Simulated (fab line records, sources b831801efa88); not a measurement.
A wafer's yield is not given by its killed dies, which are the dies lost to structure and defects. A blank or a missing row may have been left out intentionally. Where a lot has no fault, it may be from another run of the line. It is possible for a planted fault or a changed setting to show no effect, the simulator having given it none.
fab line records    flow sky130
record lots=6  wafers=18  last_day=49
route steps=708 shown LOCAL_INTERCONNECT@404 CONTACT@406 PAD_OPEN@708
lots that met no fault: from a run of the same line without faults
start_h: hours from the record's first day to the start of the lot's first wafer shown    wait_h: hours elapsed since this lot's preceding step    " as in the row above    L1.1+2: a single row standing in for several wafers    - value missing, or start not given    * or withheld: withheld    < > ~ a bound
route shown NAME@n: NAME is a module with steps in the file, n the number in the route of the first one    usual: mean/standard deviation taken from wafers without a fault    same: alike in all rows    chamber/n: place in a boat    sites: readings site by site    _std_site: the standard deviation of these    _edge_site: outer sites' mean less inner sites'    radius_mm: for every site, how far away it sits from the centre of the wafer    mask NAME#n: copy n    behind: the most recent tool/chamber to have shaped the wafer    hold: cause of the lot's hold/its duration in hours/its outcome    device: which transistor (n, p or np) failed to switch    end of line: tests run on the same wafers once the route is complete    where a step has no rows: the recipe by itself    killed: at the first sort, the dies lost to defects and structure; wafer yield is something else    map: the dies of a wafer, with x for killed, . for not killed, _ for no die there
set.NAME: the setting as run; set.NAME@STEP: as run at that earlier step    model.NAME: the simulator's own value behind a step, which no gauge read
lots seen at some steps along the route; tables by step, rows by wafer
services: the hour from which a tool's chamber was out of use, counted from the record's first day as start_h (under 0 if before that day), plus the number of hours and why
## steps
# step SKY_LOCAL_INTERCONNECT_CLEAN_17
# recipe chemistry=IPA  time_s=180  temp_c=25
# step SKY_LOCAL_INTERCONNECT_CLEAN_18
# recipe chemistry=O3/DIW  dry=n2_spin
# step SKY_CONTACT_CVD_00
# recipe material=Si3N4  target_thk_nm=75  temp_c=400  time_s=withheld  rf_w=450
# usual heater_power_w=738/100
lot.wafer  tool      chamber  start_h  wait_h  heater_power_w
L603.2     pecvd-04  2        700.24   0.0     859
L603.3     "         0        "        "       765
L603.4     "         2        "        "       859
L605.1     pecvd-02  1        720.07   0.0     808
L605.5     "         1        "        "       805
L605.6     "         2        "        "       579
L609.1     pecvd-01  0        760.79   0.0     768
L609.4     "         0        "        "       767
L609.5     "         1        "        "       780
L611.1     pecvd-01  1        770.53   0.0     801
L611.2     "         2        "        "       540
L611.6     "         2        "        "       531
L617.1     pecvd-04  2        824.12   0.0     866
L617.2     "         1        "        "       719
L617.6     "         2        "        "       878
L618.2     pecvd-01  0        833.48   0.0     799
L618.4     "         1        "        "       681
L618.6     "         0        "        "       783
# step SKY_CONTACT_THK_MEAS_01
# recipe reads=Si3N4_of_CONTACT_CVD_00
# usual CONTACT_CVD_00_THK=75.1/0.97
lot.wafer  tool           chamber  start_h  wait_h  CONTACT_CVD_00_THK[nm]
L603.2     film_metro-04  -        700.28   -       75.0
L603.3     "              -        "        "       75.1
L603.4     "              -        "        "       76.3
L605.1     film_metro-02  -        720.10   -       74.9
L605.5     "              -        "        "       76.5
L605.6     "              -        "        "       75.6
L609.1     film_metro-03  -        760.82   -       75.1
L609.4     "              -        "        "       75.5
L609.5     "              -        "        "       76.2
L611.1     film_metro-04  -        770.56   -       75.0
L611.2     "              -        "        "       75.3
L611.6     "              -        "        "       75.8
L617.1     film_metro-04  -        824.15   -       73.8
L617.2     "              -        "        "       75.8
L617.6     "              -        "        "       76.9
L618.2     film_metro-02  -        833.53   -       75.6
L618.4     "              -        "        "       75.4
L618.6     "              -        "        "       76.5
# step SKY_CONTACT_HDPCVD_02
# recipe material=SiO2  target_thk_nm=565  sigma_open_frac=0.3  time_s=94.2  temp_c=600  sih4_flow_sccm=60  pressure_mtorr=6
# step SKY_CONTACT_THK_MEAS_03
# recipe reads=SiO2_of_CONTACT_HDPCVD_02
# usual CONTACT_HDPCVD_THK=566/6.5
lot.wafer  tool           chamber  start_h  wait_h  CONTACT_HDPCVD_THK[nm]
L603.2     film_metro-03  -        700.41   0.0     559
L603.3     "              -        "        "       560
L603.4     "              -        "        "       559
L605.1     film_metro-04  -        720.28   0.1     560
L605.5     "              -        "        "       570
L605.6     "              -        "        "       567
L609.1     film_metro-04  -        760.95   0.0     555
L609.4     "              -        "        "       559
L609.5     "              -        "        "       559
L611.1     film_metro-03  -        770.72   0.1     560
L611.2     "              -        "        "       563
L611.6     "              -        "        "       560
L617.1     film_metro-02  -        824.28   0.0     571
L617.2     "              -        "        "       570
L617.6     "              -        "        "       570
L618.2     film_metro-03  -        833.66   0.0     573
L618.4     "              -        "        "       578
L618.6     "              -        "        "       571
# step SKY_CONTACT_CMP_04
# recipe material=SiO2  down_force_psi=4  platen_rpm=60  pad_velocity_m_s=0.94248
# usual head_pressure_psi=4.000/0.0078  motor_current_A=12.5/1.4  time_to_endpoint_s=85/4.3
lot.wafer  tool    chamber  start_h  wait_h  head_pressure_psi  motor_current_A  time_to_endpoint_s
L603.2     cmp-01  3        700.46   0.0     3.999              14.0             79
L603.4     "       0        "        "       3.999              11.2             85
L603.3     "       1        "        "       4.005              10.7             86
L605.1     cmp-02  2        720.39   0.1     4.017              11.6             89
L605.6     "       1        "        "       4.003              12.0             85
L605.5     "       2        "        "       4.001              11.4             94
L609.1     cmp-02  0        761.01   0.1     4.001              13.8             83
L609.4     "       3        "        "       4.009              10.7             88
L609.5     "       0        "        "       3.996              13.9             84
L611.2     cmp-02  0        770.88   0.1     4.006              14.7             80
L611.1     "       1        "        "       3.987              12.0             77
L611.6     "       3        "        "       3.997              11.3             80
L617.2     cmp-02  1        826.28   2.0     4.001              12.3             78
L617.1     "       2        "        "       3.983              11.9             88
L617.6     "       0        "        "       4.015              14.4             84
L618.2     cmp-01  2        833.76   0.1     3.992              13.3             91
L618.4     "       0        "        "       4.009              13.0             95
L618.6     "       1        "        "       4.005              10.2             88
# step SKY_CONTACT_BOW_MEAS_05
# recipe mode=bow
# usual CONTACT_BOW=83/7.1
lot.wafer  tool           chamber  start_h  wait_h  CONTACT_BOW[um]
L603.2     film_metro-04  -        700.78   0.3     83
L603.3     "              -        "        "       94
L603.4     "              -        "        "       93
L605.1     film_metro-03  -        720.64   0.2     72
L605.5     "              -        "        "       84
L605.6     "              -        "        "       90
L609.1     film_metro-04  -        761.31   0.2     71
L609.4     "              -        "        "       89
L609.5     "              -        "        "       81
L611.1     film_metro-03  -        771.08   0.1     78
L611.2     "              -        "        "       79
L611.6     "              -        "        "       92
L617.1     film_metro-04  -        826.48   0.1     85
L617.2     "              -        "        "       80
L617.6     "              -        "        "       86
L618.2     film_metro-03  -        834.03   0.2     88
L618.4     "              -        "        "       90
L618.6     "              -        "        "       90
# step SKY_CONTACT_DEHYDRATE_06
# recipe temp_c=200  time_s=60
# step SKY_CONTACT_HMDS_07
# recipe prime_time_s=60  prime_temp_c=120
# step SKY_CONTACT_COAT_08
# recipe resist=BARC  temp_c=withheld  time_s=withheld  spin_rpm=3000  resist_thk_nm=60
# step SKY_CONTACT_COAT_09
# recipe resist=KrF-thick  spin_rpm=3000  resist_thk_nm=450
# step SKY_CONTACT_SOFTBAKE_10
# recipe temp_c=100  time_s=90  resist=KrF-thick
# usual heater_power_total_W=57.37/0.12  plate_temp_C=99.98/0.14
lot.wafer  tool            chamber  start_h  wait_h  heater_power_total_W  plate_temp_C
L603.2     litho_track-04  0        714      -       57.18                 100.09
L603.3     "               0        "        "       57.52                 99.80
L603.4     "               0        "        "       57.35                 99.79
L605.1     litho_track-01  0        734      -       57.27                 99.85
L605.5     "               0        "        "       57.26                 100.01
L605.6     "               0        "        "       57.52                 100.04
L609.1     litho_track-04  0        774      -       59.86                 103.19
L609.4     "               0        "        "       59.89                 103.17
L609.5     "               0        "        "       60.06                 102.97
L611.1     litho_track-04  0        784      -       59.82                 103.18
L611.2     "               0        "        "       59.94                 103.01
L611.6     "               0        "        "       59.79                 103.15
L617.1     litho_track-03  0        839      -       57.34                 99.64
L617.2     "               0        "        "       57.51                 100.04
L617.6     "               0        "        "       57.43                 99.75
L618.2     litho_track-03  0        847      -       57.17                 100.02
L618.4     "               0        "        "       57.27                 100.06
L618.6     "               0        "        "       57.30                 100.20
# step SKY_CONTACT_EXPOSE_11
# recipe mask_id=CTM1  na=0.8  source_shape=annular  sigma_inner=0.55  sigma_outer=0.85  target_cd_nm=170  dose_mj=38
# step SKY_PAD_OPEN_PROBE_99
# usual killed_at_M0_to_M3=43/6.7  killed_at_M4_up=3.2/1.9  killed_at_contacts=24/5.9  killed_at_front_end=15/4.1  killed_at_other=0.3/0.56  killed_dies=86/9.5  killed_open=47/7.4  killed_short=39/5.5
# same gross_dies=492  killed_at_back_side=0
lot.wafer  tool       chamber  start_h  wait_h  killed_at_M0_to_M3  killed_at_M4_up  killed_at_contacts  killed_at_front_end  killed_at_other  killed_dies  killed_open  killed_short
L603.2     prober-01  -        1070.57  0.1     42                  3                40                  15                   0                100          58           42
L603.3     prober-01  -        1070.62  0.2     42                  5                28                  13                   0                88           48           40
L603.4     prober-01  -        1070.67  0.2     49                  0                30                  7                    0                86           47           39
L605.1     prober-01  -        1085.42  0.1     57                  1                27                  9                    3                97           53           44
L605.5     prober-01  -        1085.62  0.2     39                  2                34                  20                   1                96           61           35
L605.6     prober-01  -        1085.67  0.2     45                  3                40                  19                   1                108          57           51
L609.1     prober-01  -        1118.29  0.1     39                  3                21                  15                   0                78           38           40
L609.4     prober-01  -        1118.44  0.2     41                  8                31                  14                   0                94           48           46
L609.5     prober-01  -        1118.49  0.2     42                  1                25                  19                   2                89           43           46
L611.1     prober-02  -        1122.95  0.1     35                  3                23                  13                   0                74           50           24
L611.2     prober-02  -        1123.00  0.1     44                  4                25                  12                   0                85           51           34
L611.6     prober-02  -        1123.20  0.2     46                  1                22                  17                   0                86           48           38
L617.1     prober-01  -        1162.20  0.1     35                  4                37                  11                   0                87           40           47
L617.2     prober-01  -        1162.25  0.1     37                  6                37                  14                   1                95           54           41
L617.6     prober-01  -        1162.45  0.2     38                  3                14                  19                   0                74           33           41
L618.2     prober-02  -        1166.64  0.1     43                  3                36                  25                   0                107          60           47
L618.4     prober-02  -        1166.74  0.2     42                  4                30                  20                   0                96           52           44
L618.6     prober-02  -        1166.84  0.2     49                  0                28                  16                   0                93           46           47
# killed by level:class
L603.2 CONTACT:geometric_particle:open=18 METAL1:geometric_particle:short=8 LI_CONTACT:geometric_particle:open=7 CONTACT:geometric_particle:short=7 VIA1:geometric_particle:open=7 VIA2:geometric_particle:open=6 FIELD_ISO:geometric_particle:open=5 METAL2:geometric_particle:short=5
L603.3 CONTACT:geometric_particle:open=14 VIA2:geometric_particle:open=8 LI_CONTACT:geometric_particle:open=7 VIA1:geometric_particle:short=6 VIA1:geometric_particle:open=6 LI_CONTACT:geometric_particle:short=5 METAL2:geometric_particle:short=5 METAL4:geometric_particle:short=5
L603.4 CONTACT:geometric_particle:open=15 VIA1:geometric_particle:short=9 VIA1:geometric_particle:open=8 VIA2:geometric_particle:open=7 LI_CONTACT:geometric_particle:open=6 VIA3:geometric_particle:open=6 METAL1:geometric_particle:short=5 CONTACT:geometric_particle:short=5
L605.1 VIA1:geometric_particle:open=14 VIA3:geometric_particle:open=10 METAL1:geometric_particle:short=8 METAL2:geometric_particle:short=8 LI_CONTACT:geometric_particle:short=7 CONTACT:geometric_particle:open=7 VIA1:geometric_particle:short=7 CONTACT:geometric_particle:short=4
L605.5 LI_CONTACT:geometric_particle:open=13 CONTACT:geometric_particle:open=12 FIELD_ISO:geometric_particle:open=9 VIA1:geometric_particle:open=8 METAL1:geometric_particle:short=7 VIA2:geometric_particle:open=5 VIA3:geometric_particle:open=5 METAL3:geometric_particle:short=4
L605.6 LI_CONTACT:geometric_particle:open=11 VIA1:geometric_particle:open=11 CONTACT:geometric_particle:open=10 LOCAL_INTERCONNECT:geometric_particle:short=9 VIA1:geometric_particle:short=8 VIA2:geometric_particle:open=7 METAL1:geometric_particle:short=6 VIA3:geometric_particle:open=5
L609.1 METAL2:geometric_particle:short=10 CONTACT:geometric_particle:open=9 VIA1:geometric_particle:open=7 FIELD_ISO:geometric_particle:open=6 METAL1:geometric_particle:short=6 LOCAL_INTERCONNECT:geometric_particle:short=5 FIELD_ISO:geometric_particle:short=3 LI_CONTACT:geometric_particle:open=3
L609.4 CONTACT:geometric_particle:open=11 CONTACT:geometric_particle:short=6 METAL2:geometric_particle:short=6 LI_CONTACT:geometric_particle:open=5 VIA1:geometric_particle:open=5 VIA1:geometric_particle:short=5 VIA2:geometric_particle:open=5 VIA3:geometric_particle:open=5
L609.5 CONTACT:geometric_particle:open=10 VIA2:geometric_particle:open=8 METAL1:geometric_particle:short=7 METAL2:geometric_particle:short=7 POLY_GATE:geometric_particle:open=6 VIA1:geometric_particle:open=5 LOCAL_INTERCONNECT:geometric_particle:short=5 FIELD_ISO:geometric_particle:short=4
L611.1 VIA1:geometric_particle:open=10 LI_CONTACT:geometric_particle:open=8 CONTACT:geometric_particle:open=8 VIA2:geometric_particle:open=7 METAL1:geometric_particle:short=6 VIA3:geometric_particle:open=5 FIELD_ISO:geometric_particle:open=4 POLY_GATE:geometric_particle:open=4
L611.2 VIA1:geometric_particle:open=11 CONTACT:geometric_particle:open=9 VIA3:geometric_particle:open=6 LI_CONTACT:geometric_particle:open=5 VIA2:geometric_particle:short=5 FIELD_ISO:geometric_particle:open=4 CONTACT:geometric_particle:short=4 VIA1:geometric_particle:short=4
L611.6 VIA3:geometric_particle:open=12 CONTACT:geometric_particle:open=12 VIA1:geometric_particle:short=7 LI_CONTACT:geometric_particle:open=7 METAL2:geometric_particle:short=5 METAL1:geometric_particle:short=5 FIELD_ISO:geometric_particle:short=4 POLY_GATE:geometric_particle:short=4
L617.1 CONTACT:geometric_particle:short=11 CONTACT:geometric_particle:open=9 LOCAL_INTERCONNECT:geometric_particle:short=8 VIA1:geometric_particle:open=8 METAL2:geometric_particle:short=7 VIA3:geometric_particle:open=6 LI_CONTACT:geometric_particle:open=5 VIA2:geometric_particle:open=4
L617.2 CONTACT:geometric_particle:open=17 LI_CONTACT:geometric_particle:open=8 VIA1:geometric_particle:open=8 VIA3:geometric_particle:open=5 POLY_GATE:geometric_particle:short=4 LI_CONTACT:geometric_particle:short=4 VIA2:geometric_particle:open=4 METAL4:geometric_particle:short=4
L617.6 VIA3:geometric_particle:short=6 POLY_GATE:geometric_particle:open=6 VIA1:geometric_particle:open=6 POLY_GATE:geometric_particle:short=5 CONTACT:geometric_particle:open=5 METAL2:geometric_particle:short=5 VIA3:geometric_particle:open=4 CONTACT:geometric_particle:short=4
L618.2 CONTACT:geometric_particle:open=14 LI_CONTACT:geometric_particle:open=10 VIA1:geometric_particle:open=8 VIA3:geometric_particle:open=7 POLY_GATE:geometric_particle:short=7 VIA1:geometric_particle:short=6 POLY_GATE:geometric_particle:open=6 CONTACT:geometric_particle:short=6
L618.4 VIA1:geometric_particle:open=14 CONTACT:geometric_particle:open=11 VIA1:geometric_particle:short=8 CONTACT:geometric_particle:short=7 METAL1:geometric_particle:short=6 LI_CONTACT:geometric_particle:open=5 FIELD_ISO:geometric_particle:open=4 POLY_GATE:geometric_particle:open=4
L618.6 LI_CONTACT:geometric_particle:open=9 VIA1:geometric_particle:open=9 CONTACT:geometric_particle:open=8 VIA1:geometric_particle:short=7 METAL2:geometric_particle:short=6 VIA3:geometric_particle:open=6 POLY_GATE:geometric_particle:short=5 VIA2:geometric_particle:short=5
## services
tool      chamber  start_h  hours  kind
cmp-01    -        679.46   0.3    repair
cmp-01    -        681.07   4.7    repair
pecvd-04  2        705.67   2.1    scheduled_down
pecvd-01  0        708.54   2.1    scheduled_down
pecvd-04  -        715.56   14.6   pm
cmp-01    -        739.81   4.4    repair
cmp-01    -        744.21   5.0    pm
cmp-01    -        749.21   4.0    pm
pecvd-02  -        749.86   1.8    repair
pecvd-01  -        752.05   0.7    repair
cmp-01    -        753.21   -      consumable_replace:conditioner
cmp-01    -        753.21   -      consumable_replace:pad
pecvd-02  -        758.96   0.8    repair
cmp-01    -        759.58   3.8    repair
pecvd-04  1        781.26   2.1    scheduled_down
pecvd-02  1        789.50   4.8    repair
pecvd-02  0        795.74   8.1    repair
cmp-01    -        823.34   2.7    repair
pecvd-02  -        828.88   6.0    pm
pecvd-04  2        829.03   4.1    repair
pecvd-04  -        829.52   6.0    pm
pecvd-04  0        834.36   2.1    scheduled_down
cmp-01    -        836.44   1.8    repair
cmp-01    -        836.74   0.4    repair
## key
first_sign step=SKY_CONTACT_SOFTBAKE_10  reading=plate_temp_C  direction=up  sigmas=23  usual=*  struck=*
effect step=SKY_CONTACT_SOFTBAKE_10  reading=heater_power_total_W  direction=up  sigmas=21  usual=*  struck=*
met_at SKY_CONTACT_SOFTBAKE_10
struck_wafers L609.1,L609.4,L609.5,L611.1,L611.2,L611.6
tester_left_out L609,L611
onset_between 714 774
fault kind=process_parameter_drift  tool=litho_track-04  chamber=-  onset_h=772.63  steps=SKY_CONTACT_SOFTBAKE_10  channel=temp_c  offset=*  shape=step  end_h=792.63  acts_in=*  stated=*
# tester_left_out: of these lots the tester's yield and bins aren't shown, on N5 and GAA mostly nor the transistor test; their killed dies are dies lost to structure and defects alone, not to doping, threshold or leakage, so they don't give the yield
